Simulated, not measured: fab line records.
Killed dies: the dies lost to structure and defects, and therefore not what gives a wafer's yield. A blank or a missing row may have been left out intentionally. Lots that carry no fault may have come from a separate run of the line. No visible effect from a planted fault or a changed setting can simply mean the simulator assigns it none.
The same fault as seen by 2 desks ; flow sky130 ; every desk sees just its own numbers, and what lay behind them comes last

== METROLOGY DESK ==
What the gauges read, lot by lot, whatever tool the lot ran on: means of the sampled wafers that have a number. Marked OUT: a lot whose mean sits more than 4 standard deviations from the usual mean, which makes it out of limits; the brackets give that distance.
Columns: A = VIA4_W_THK at SKY_VIA4_THK_MEAS_20, usual 499 nm
lot;first seen here;A
L235;day 42 08:51;489
L236;day 43 02:16;497
L237;day 43 17:05;495
L239;day 43 22:29;500
L240;day 44 07:52;498
L241;day 44 17:50;512
L243;day 45 04:23;514
L244;day 45 06:14;488
L247;day 45 22:55;506
L246;day 46 00:04;511
L252;day 47 11:19;505
L253;day 47 14:17;503
Result from this desk: across the 12 lots, nothing is out of limits.

== FOR THE TOOL OWNER'S DESK: cvdW-01 ==
The tool's own readings at SKY_VIA1_CVD_21 (deposits W, target thk 270 nm, time 80.902 s): means of the sampled wafers that have a number, for each lot that ran on this tool. Marked OUT: a lot whose mean sits more than 4 standard deviations from the usual mean, which makes it out of limits; the brackets give that distance.
Columns: A = heaterPowerOuterW at SKY_VIA1_CVD_21, usual 529 W; B = heaterPowerW at SKY_VIA1_CVD_21, usual 870 W
lot;first seen here;A;B
L237;day 34 22:51;550;917
L240;day 35 15:51;562;920
L241;day 36 04:32;587;954
L243;day 36 18:09;573;927
L246;day 37 16:24;572;942
L252;day 39 13:59;583;921
L253;day 39 18:22;578;936
Result from this desk: across the 7 lots, nothing is out of limits.

== BROUGHT TOGETHER ==
At the metrology desk, nothing out of limits was observed.
The desk of the tool owner found nothing out of limits.

== WHAT THE SIMULATOR HAD PUT IN ==
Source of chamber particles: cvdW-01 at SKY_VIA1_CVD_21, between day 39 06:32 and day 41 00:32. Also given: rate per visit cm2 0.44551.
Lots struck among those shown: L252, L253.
